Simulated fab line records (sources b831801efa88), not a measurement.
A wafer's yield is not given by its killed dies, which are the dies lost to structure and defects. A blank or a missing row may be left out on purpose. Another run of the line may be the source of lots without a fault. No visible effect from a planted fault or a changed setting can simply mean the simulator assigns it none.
8D (eight disciplines) problem report, filled in by code ; flow sfq line ; the parts of the form that need people (team, actions taken, sign-off) are left out

## 1. WHAT WENT WRONG
At SFQ_TRILAYER_M2_BARC_OPEN_METAL_ETCH_077, oes product au averages 0.779 a.u. over 3 wafers from 3 lots, while fault-free wafers read 0.685 a.u., standard deviation 0.0051. Measured from the usual mean, that is +18 standard deviations.
The step: etches BARC in O2, target depth 125 nm, time 41.7 s.
First seen on wafer L953.2, day 34 09:55, on rie metal-02. Wafers with a number at this step in the record: 43, from 15 lots. The rule behind "out" and "out of limits": a value lying over 4 standard deviations away from the usual mean. The other wafers with a number count as sound.

## 2. WHAT IT IS, AND WHAT IT ISN'T
question;is;is not
which readings at this step;oes product au, run length s;chamber pressure mTorr, drypump motor current A, he backside leak sccm
which lots;L953, L954, L956;L944, L945, L947, L948, L949, L950, L951, L952, L963, L964, L965, L966
which wafers of those lots;L953.2, L954.3, L956.2;L953.5, L953.6, L954.1, L956.1
read on which tools;rie metal-02;rie metal-01, rie metal-04
when;from day 34 09:55;"up to then (26 sound wafers); but 14 sound wafers of L954, L956, L963, L964, L965, L966 came after"

## 3. SUSPECTS, AND WHAT RULES EACH OUT
Counting: if a tool at a process step up to the reading ran every lot that is out, it stays a suspect. Sound lots after the first of them don't rule it out here, since some wafers of a struck lot are sound.
- rie metal-02 at SFQ_TRILAYER_M2_BARC_OPEN_METAL_ETCH_077 (etches BARC in O2, target depth 125 nm, time 41.7 s): kept. Every lot that is out went through it, the first being L953 (day 34 09:55); the last sound lot it ran before that was L952 (day 33 23:11). On those wafers its own readings are out: oes product au, run length s.
After counting, what remains is rie metal-02 at SFQ_TRILAYER_M2_BARC_OPEN_METAL_ETCH_077.

## 4. THE CAUSE (what the simulator had put in)
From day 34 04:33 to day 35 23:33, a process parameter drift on rie metal-02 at SFQ_TRILAYER_M2_BARC_OPEN_METAL_ETCH_077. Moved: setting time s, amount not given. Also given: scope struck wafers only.
The count eliminated every tool but this one.

## 5. THE EFFECT CHAIN, in route order
Rows list readings where the struck wafers' mean (over those with a number) sits beyond 3 standard deviations from the usual. Scope: only readings with a usual standard deviation given in the record; hours: median across lots of the time from each lot's start at the first step in this table that gives one to its start at this step; sigmas: change in usual standard deviations.
hours;step;reading;usual;on struck wafers;change;sigmas
0;SFQ_TRILAYER_M2_BARC_OPEN_METAL_ETCH_077;oes product au;0.685 a.u.;0.779;+0.094;+18
0;SFQ_TRILAYER_M2_BARC_OPEN_METAL_ETCH_077;run length s;70.0 s;63.2;-6.8;-15
Here are the process steps it includes:
- SFQ_TRILAYER_M2_BARC_OPEN_METAL_ETCH_077: etches BARC in O2, target depth 125 nm, time 41.7 s.
Readings that are blank on the struck wafers while sound wafers have them: bias w at SFQ_TRILAYER_M2_BARC_OPEN_METAL_ETCH_077.

## 6. HOW IT WOULD HAVE BEEN CAUGHT EARLIER
In this record no reading fell out of limits until day 34 09:55, 5 hours after the fault had begun at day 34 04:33.
